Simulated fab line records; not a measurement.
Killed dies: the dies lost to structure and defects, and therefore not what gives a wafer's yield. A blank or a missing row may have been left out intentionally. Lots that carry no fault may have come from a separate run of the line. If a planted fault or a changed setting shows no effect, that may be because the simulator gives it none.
Struck lot and sound lot, side by side -- flow gf180mcu -- 15 out of 602 route steps
Sound: these wafers, L851.2, L851.3, L851.5. Struck: wafers L856.2, L856.4, L856.6. At the end, the cause is stated.
At each step with rows: each side's tool, then ch and its chambers, then its first start. Under that, the readings that differ: sound wafers -- struck wafers -- difference of the means -- sigmas: that difference in standard deviations of wafers without a fault.
alike: words and numbers the same on both sides, and readings whose means are apart by under 2 such deviations; not compared: readings that were withheld, readings missing a value for some wafer, numbers with overlapping values and no deviation given by the record, and bounds like >300 which may hide the same value.
Wherever a step has rows on one side only, a row that says differs or no value, or a row with sigmas, the two part there. Non-overlapping numbers with no deviation appear without sigmas and do not part them. A reading missing from all wafers of one side parts the sides only when that side holds two or more wafers.

first, 1 step without rows for these wafers: GF_MVPSD_DEVELOP_06 (develop time 60 s).
GF_MVPSD_OVL_MEAS_07:
  struck on overlay-01, day 6 11:39; sound on overlay-02, day 5 05:57
  alike: MVPSD_OVL
then, 2 steps without rows for these wafers: GF_MVPSD_IMPLANT_08; GF_MVPSD_IMPLANT_09.
GF_MVPSD_STRIP_10: strips in O2/N2.
  sound on plasmaAsher-04 ch 0,1, day 5 06:17; struck on plasmaAsher-04 ch 0,1, day 6 11:59
  alike: drypumpMotorCurrentA, heaterPowerW, o2FlowSccm, oesProductAu, stripTimeToEndpointS
  not compared: rfHoursCounterH
GF_MVPSD_TW_MEAS_11:
  struck on filmMetro-03, day 6 12:05; sound on filmMetro-04, day 5 06:23
  alike: MVPSD_TW
then, 6 steps without rows for these wafers: GF_VT_IMPLANT_DEHYDRATE_00 (time 60 s); GF_VT_IMPLANT_HMDS_01 (prime time 60 s); GF_VT_IMPLANT_COAT_02 (resist thk 1000 nm); GF_VT_IMPLANT_SOFTBAKE_03 (time 60 s); GF_VT_IMPLANT_EXPOSE_04 (exposes mask LVPWELL LV AREA, target cd 600 nm); GF_VT_IMPLANT_PEB_05.
GF_VT_IMPLANT_DEVELOP_06: develop time 60 s.
  sound on lithoTrack-01 ch 0, day 5 20:53; struck on lithoTrack-01 ch 0, day 7 03:35
reading,sound,struck,difference,sigmas
developerTempC (C),23.21 23.10 23.05,22.12 22.19 22.14,-0.97,-10
  alike: chillPlateTempC
GF_VT_IMPLANT_OVL_MEAS_07:
  struck on overlay-01, day 7 03:43; sound on overlay-02, day 5 21:01
  alike: VT_IMPLANT_OVL
then, 1 step without rows for these wafers: GF_PASSIVATION_PROBE_99.

## WHERE THEY PART
Within this record, at GF_VT_IMPLANT_DEVELOP_06 only. Later steps at which nothing parts them and some readings are alike: GF_VT_IMPLANT_OVL_MEAS_07.

WHY: what the simulator had put in
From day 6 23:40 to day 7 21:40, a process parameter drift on lithoTrack-01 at GF_VT_IMPLANT_DEVELOP_06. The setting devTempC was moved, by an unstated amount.
